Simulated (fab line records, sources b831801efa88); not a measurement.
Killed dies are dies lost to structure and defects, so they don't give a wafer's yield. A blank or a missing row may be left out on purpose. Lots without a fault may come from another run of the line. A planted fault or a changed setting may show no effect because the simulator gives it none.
Which tool did it? | flow gf180mcu | 6 lots, 18 wafers sampled, at 2 steps of a route of 602

WHAT THE GAUGES READ, wafer by wafer
GF_M2_OVL_MEAS_15.
lot  | measured     | on         | M2_OVL (nm)
L882 | day 19 23:26 | overlay-01 | 0 -4 0
L885 | day 21 02:32 | overlay-02 | -8 -3 -6
L889 | day 23 13:17 | overlay-02 | 9 -1 12
L893 | day 24 14:10 | overlay-02 | 5 4 4
L896 | day 25 01:17 | overlay-02 | -1 -6 -9
L899 | day 25 23:35 | overlay-01 | 17 5 3

WHICH TOOL RAN EACH LOT (tool, then ch and the chambers of the sampled wafers, then the start)
lot  | GF_M1_DEVELOP_13
L882 | litho_track-04 ch 0, day 17 18:28
L885 | litho_track-03 ch 0, day 18 22:04
L889 | litho_track-03 ch 0, day 21 10:31
L893 | litho_track-01 ch 0, day 22 13:37
L896 | litho_track-04 ch 0, day 23 01:29
L899 | litho_track-03 ch 0, day 24 00:13
- GF_M1_DEVELOP_13: develop time 60 s.

THE ANSWER, worked out from the rows above alone
Rule: what is usual is taken from the lots themselves. Put in order of their means at a reading, lots are off if they are a third of the lots or fewer, leave a main group of 4 or more, and stand apart from it by a gap of 3 or more times the standard deviation of the main group's means; of several such gaps the widest counts. A main group whose means are all the same, to the digits that the tables above print for the reading, isn't used. A lot without any number at a reading at which 4 lots or more have one is off too. The other lots that the step has rows for count as sound.
No lot is off at any reading shown: from this, nothing can be told.

WHAT THE SIMULATOR HAD PUT IN
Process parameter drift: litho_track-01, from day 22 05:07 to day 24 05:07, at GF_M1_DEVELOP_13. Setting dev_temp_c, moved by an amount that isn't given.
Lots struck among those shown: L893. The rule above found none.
